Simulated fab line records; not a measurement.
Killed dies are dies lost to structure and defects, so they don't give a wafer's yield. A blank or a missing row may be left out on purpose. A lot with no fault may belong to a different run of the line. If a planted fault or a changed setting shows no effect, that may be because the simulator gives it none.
Matching of chambers ; flow sky130 ; pecvd-04 running SKY_CONTACT_CVD_00: 3 sister chambers
The step deposits Si3N4, target thk 75 nm. 16 wafers are shown with their chamber, then 8 later ones without.

== EACH WAFER AND ITS CHAMBER ==
wafer;chamber;heater-power-w (W);susceptor-temp-C (C)
L077.1;2;788;400.45
L077.5;2;803;400.12
L077.6;0;829;400.20
L080.4;0;721;400.28
L080.5;2;702;399.95
L080.6;1;628;399.62
L083.1;0;836;399.66
L083.2;1;694;400.56
L083.6;1;695;400.62
L087.1;0;863;400.07
L087.2;1;714;399.64
L087.6;2;803;399.81
L090.1;2;696;400.31
L090.3;0;724;399.54
L090.6;0;736;399.76
L092.2;2;744;400.13

SIGNATURES (means of the wafers above)
reading;chamber 0;chamber 1;chamber 2;scatter within a chamber
heater-power-w;784.83;682.75;756.00;53.5
susceptor-temp-C;399.9183;400.1100;400.1283;0.357
Rule: for a wafer and a chamber, the distance is found by dividing, reading by reading, the gap between the wafer's reading and the chamber's mean by the reading's scatter, squaring, summing and taking the root. If the next closest chamber is less than 2 further off than the closest, the wafer can't be placed; otherwise it belongs to the closest. How the scatter is found: for the shown wafers, subtract from each reading the mean of its chamber, square and add these, divide the total by (wafers less chambers), then take the root.

== WAFERS WITHOUT THEIR CHAMBER ==
wafer;heater-power-w (W);susceptor-temp-C (C)
L092.3;606;399.84
L092.5;606;400.07
L094.2;822;399.94
L094.4;837;399.70
L094.6;616;400.45
L097.1;698;400.03
L097.4;834;400.11
L097.6;722;399.95

== CHAMBER TAKEN BY EACH ==
wafer;from the rows above;in truth
L092.3;can't be placed: 1 or 2 or 0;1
L092.5;can't be placed: 1 or 2 or 0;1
L094.2;can't be placed: 0 or 2 or 1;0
L094.4;can't be placed: 0 or 2 or 1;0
L094.6;can't be placed: 1 or 2 or 0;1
L097.1;can't be placed: 1 or 2 or 0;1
L097.4;can't be placed: 0 or 2 or 1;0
L097.6;can't be placed: 2 or 1 or 0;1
Correctly placed: 0 of 8. From these rows, 8 cannot be placed; in 8 the true chamber is one of the candidates. Wrongly placed: 0.
